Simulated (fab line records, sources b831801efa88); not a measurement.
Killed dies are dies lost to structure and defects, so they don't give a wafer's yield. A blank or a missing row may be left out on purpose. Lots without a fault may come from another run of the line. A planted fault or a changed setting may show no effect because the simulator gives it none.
fab line records | flow sky130 | part 2 of 2: steps 26 to 38 of 38
record lots=5 wafers=15 last_day=49
route steps=708 shown VIA2@519 METAL3@532 CAPM@537
lots that met no fault: from a run of the same line without faults
start_h: hours from the record's first day to the start of the lot's first wafer shown | wait_h: hours since the lot's step before | " the same as in the row above | L1.1+2: a row that stands for several wafers | - no value, or no start given | * or withheld: withheld | < > ~ a bound
route shown NAME@n: a module of which the file shows steps, and the number in the route of the first | usual: mean/standard deviation of fault-free wafers | same: alike in all rows | chamber/n: place in a boat | sites: the reading at each site | _std_site: their standard deviation | _edge_site: outer sites' mean less inner sites' | radius_mm: how far each site lies from the wafer's centre | mask NAME#n: copy n | behind: the tool/chamber that last shaped the wafer | hold: why the lot was held/for how many hours/how that ended | device: the transistor (n, p or np) that didn't switch | end of line: the same wafers' tests at the end of the route | a step without rows: its recipe alone | killed: dies lost to structure and defects at the first sort, not the wafer's yield | map: a wafer's dies, x killed, . not, _ none there
set.NAME: the setting as run; set.NAME@STEP: as run at that earlier step | model.NAME: the simulator's own value behind a step, which no gauge read
lots at some steps of the route; a table a step, a row a wafer
services: from which hour (start_h, from the record's first day; less than 0 if before it) a tool's chamber was out of use, for how many hours, and why
## steps
# step SKY_CAPM_COAT_07
# recipe resist=NOVOLAK spin_rpm=3000 resist_thk_nm=1140
# usual spin_speed_rpm=3000.2/1.8
# columns lot.wafer tool chamber start_h wait_h spin_speed_rpm
L076.1 litho_track-02 0 901.42 0.1 2998.4
L076.2 " 0 " " 3001.2
L076.6 " 0 " " 3000.8
L077.1 litho_track-03 0 908.36 0.1 2996.5
L077.4 " 0 " " 2999.1
L077.5 " 0 " " 3001.5
L081.2 litho_track-04 0 937.33 0.1 2996.5
L081.4 " 0 " " 3000.0
L081.5 " 0 " " 2997.9
L082.1 litho_track-03 0 945.71 0.1 2997.2
L082.2 " 0 " " 3000.0
L082.5 " 0 " " 2998.8
L085.2 litho_track-03 0 967.28 0.1 3000.4
L085.3 " 0 " " 2999.3
L085.5 " 0 " " 2997.7
# step SKY_CAPM_SOFTBAKE_08
# recipe temp_c=90 time_s=60 resist=NOVOLAK
# columns lot.wafer tool chamber start_h wait_h
L076.1+2+6 litho_track-02 0 901.57 0.1
L077.1+4+5 litho_track-03 0 908.51 0.1
L081.2+4+5 litho_track-04 0 937.48 0.1
L082.1+2+5 litho_track-03 0 945.86 0.1
L085.2+3+5 litho_track-03 0 967.43 0.1
# step SKY_CAPM_EXPOSE_09
# recipe mask_id=CAPM na=0.6 source_shape=conventional sigma_outer=0.6 polarization=unpolarized target_cd_nm=1000 dose_mj=159
# columns lot.wafer tool chamber start_h wait_h mask
L076.1+2+6 iline_stepper-01 0 - - CAPM#0
L077.1+4+5 iline_stepper-01 0 - - CAPM#0
L081.2+4+5 iline_stepper-02 0 - - CAPM#0
L082.1+2+5 iline_stepper-01 0 - - CAPM#0
L085.2+3+5 iline_stepper-02 0 - - CAPM#0
# step SKY_CAPM_PEB_10
# recipe temp_c=withheld time_s=* resist=NOVOLAK
# columns lot.wafer tool chamber start_h wait_h
L076.1+2+6 litho_track-04 0 - -
L077.1+4+5 litho_track-04 0 - -
L081.2+4+5 litho_track-03 0 - -
L082.1+2+5 litho_track-02 0 - -
L085.2+3+5 litho_track-03 0 - -
# step SKY_CAPM_DEVELOP_11
# recipe resist=NOVOLAK developer=TMAH develop_time_s=60 dev_temp_c=23
# columns lot.wafer tool chamber start_h wait_h
L076.1+2+6 litho_track-04 0 913.86 0.1
L077.1+4+5 litho_track-04 0 920.86 0.1
L081.2+4+5 litho_track-03 0 950.08 0.1
L082.1+2+5 litho_track-02 0 958.02 0.1
L085.2+3+5 litho_track-03 0 979.73 0.1
# step SKY_CAPM_OVL_MEAS_12
# usual CAPM_OVL=0.5/1.4
# columns lot.wafer tool chamber start_h wait_h CAPM_OVL[nm]
L076.1 overlay-01 - 914.01 0.1 3.0
L076.2 " - " " 3.1
L076.6 " - " " 3.7
L077.1 overlay-01 - 921.01 0.1 0.7
L077.4 " - " " 0.1
L077.5 " - " " -1.0
L081.2 overlay-02 - 950.21 0.1 -2.1
L081.4 " - " " -0.8
L081.5 " - " " -1.7
L082.1 overlay-01 - 958.17 0.1 1.1
L082.2 " - " " 0.1
L082.5 " - " " 1.4
L085.2 overlay-02 - 979.87 0.1 0.5
L085.3 " - " " 2.7
L085.5 " - " " 0.6
# step SKY_CAPM_METAL_ETCH_13
# recipe target_depth_nm=220 stop_on=SiO2 chemistry=Cl2/BCl3 target=TiN pressure_mtorr=10 icp_w=900 bias_w=48.5 Cl2_flow_sccm=60 bcl3_flow_sccm=30 time_s=62.9
# usual drypump_motor_current_A=5.6/0.55 oes_product_au=0.940/0.0085 rf_fwd_power_W=893/3.5 throttle_valve_pct=21.903/0.01
# columns lot.wafer tool chamber start_h wait_h drypump_motor_current_A oes_product_au rf_fwd_power_W rf_hours_counter_h throttle_valve_pct
L076.1 rie_metal-02 1 914.04 0.0 5.1 0.937 896 17 21.908
L076.2 " 1 " " 5.1 0.941 898 - 21.925
L076.6 " 1 " " 5.1 0.933 897 - 21.902
L077.1 rie_metal-04 1 921.04 0.0 5.2 0.942 897 8 21.907
L077.4 " 0 " " 6.4 0.937 889 - 21.879
L077.5 " 1 " " 5.2 0.937 897 - 21.903
L081.2 rie_metal-02 0 950.24 0.0 5.9 0.941 890 2 21.910
L081.4 " 0 " " 5.9 0.935 895 - 21.915
L081.5 " 1 " " 5.0 0.939 894 - 21.908
L082.1 rie_metal-04 1 958.21 0.0 5.2 0.935 896 10 21.915
L082.2 " 0 " " 6.4 0.931 887 9 21.905
L082.5 " 0 " " 6.4 0.928 888 - 21.912
L085.2 rie_metal-03 0 979.90 0.0 5.1 0.951 896 19 21.916
L085.3 " 1 " " 6.1 0.941 892 - 21.900
L085.5 " 0 " " 5.1 0.952 889 - 21.896
# step SKY_CAPM_STRIP_14
# recipe chemistry=O2/N2 power_w=1400 pressure_mtorr=1500 platen_temp_c=withheld o2_flow_sccm=3000 n2_flow_sccm=300 overash_fraction=0.5
# usual drypump_motor_current_A=5.76/0.29 oes_product_au=0.710/0.0046 strip_time_to_endpoint_s=12.66/0.044
# columns lot.wafer tool chamber start_h wait_h drypump_motor_current_A oes_product_au rf_hours_counter_h strip_time_to_endpoint_s
L076.1 plasma_asher-02 1 914.20 0.1 5.62 0.708 110 12.70
L076.2 " 0 " " 6.08 0.704 110 12.67
L076.6 " 0 " " 6.07 0.713 - 12.71
L077.1 plasma_asher-02 0 921.12 0.1 6.03 0.703 111 12.71
L077.4 " 1 " " 5.59 0.706 - 12.66
L077.5 " 1 " " 5.60 0.713 - 12.67
L081.2 plasma_asher-02 1 950.32 0.1 5.59 0.710 114 12.59
L081.4 " 0 " " 6.02 0.713 - 12.61
L081.5 " 0 " " 6.11 0.715 - 12.63
L082.1 plasma_asher-01 1 958.28 0.1 5.77 0.713 21 12.68
L082.2 " 0 " " 5.99 0.715 21 12.63
L082.5 " 1 " " 5.78 0.707 - 12.60
L085.2 plasma_asher-01 1 979.97 0.1 5.79 0.707 23 12.69
L085.3 " 0 " " 5.99 0.705 - 12.68
L085.5 " 1 " " 5.80 0.713 - 12.67
# step SKY_CAPM_STRIP_15
# recipe chemistry=post_etch_residue_remover time_s=1200 temp_c=72.5
# columns lot.wafer tool chamber start_h wait_h
L076.1+2+6 wet_bench-04 0 914.30 0.1
L077.1+4+5 wet_bench-01 0 921.22 0.1
L081.2+4+5 wet_bench-02 1 950.42 0.1
L082.1+2+5 wet_bench-01 1 958.38 0.1
L085.2+3+5 wet_bench-04 0 980.07 0.1
# step SKY_CAPM_CLEAN_16
# recipe chemistry=IPA time_s=180 temp_c=25
# columns lot.wafer tool chamber start_h wait_h
L076.1+2+6 wet_bench-04 1 914.64 0.0
L077.1+4+5 wet_bench-04 3 921.56 0.0
L081.2+4+5 wet_bench-01 2 950.80 0.0
L082.1+2+5 wet_bench-02 1 958.72 0.0
L085.2+3+5 wet_bench-02 1 980.45 0.0
# step SKY_CAPM_CLEAN_17
# recipe chemistry=O3/DIW dry=n2_spin
# columns lot.wafer tool chamber start_h wait_h
L076.1+2+6 wet_bench-01 0 914.70 0.0
L077.1+4+5 wet_bench-02 0 921.62 0.0
L081.2+4+5 wet_bench-02 0 950.85 0.0
L082.1+2+5 wet_bench-04 1 958.79 0.0
L085.2+3+5 wet_bench-04 3 980.50 0.0
# step SKY_METAL3_DEHYDRATE_05
# recipe temp_c=200 time_s=60
# columns lot.wafer tool chamber start_h wait_h
L076.1+2+6 litho_track-02 0 926.77 11.9
L077.1+4+5 litho_track-01 0 933.84 12.1
L081.2+4+5 litho_track-01 0 962.66 11.7
L082.1+2+5 litho_track-03 0 970.16 11.3
L085.2+3+5 litho_track-03 0 991.98 11.4
# step SKY_METAL3_HMDS_06
# recipe prime_time_s=60 prime_temp_c=120
# same prime_time_s=60
# columns lot.wafer tool chamber start_h wait_h
L076.1+2+6 litho_track-02 0 926.92 0.1
L077.1+4+5 litho_track-01 0 933.99 0.1
L081.2+4+5 litho_track-01 0 962.81 0.1
L082.1+2+5 litho_track-03 0 970.31 0.1
L085.2+3+5 litho_track-03 0 992.13 0.1
## services
# columns tool chamber start_h hours kind
iline_stepper-02 - 874.11 1.7 pm
iline_stepper-01 - 879.38 1.7 pm
pecvd-01 - 879.60 2.8 pm
rie_diel-03 3 880.05 3.7 repair
pvd_sputter-01 - 884.63 2.1 repair
pecvd-03 2 884.82 5.4 repair
rie_diel-01 1 890.63 20.8 repair
cvd_w-02 0 893.38 3.8 repair
pvd_sputter-02 - 900.67 3.4 repair
cvd_w-02 - 904.00 14.0 pm
wet_bench-03 - 907.46 3.6 repair
cvd_w-02 - 916.58 0.3 repair
rie_diel-01 - 918.59 0.7 repair
pvd_sputter-02 - 920.23 5.1 repair
pvd_sputter-01 - 921.25 1.0 repair
cmp-01 - 927.16 4.0 pm
cvd_w-02 - 947.59 6.0 pm
plasma_asher-02 - 950.56 2.8 pm
rie_metal-02 - 958.30 14.6 pm
pecvd-03 2 969.08 20.5 repair
rie_diel-01 3 969.49 3.5 repair
iline_stepper-01 - 970.28 4.4 pm
cmp-02 - 973.31 0.6 repair
plasma_asher-01 - 982.63 1.5 repair
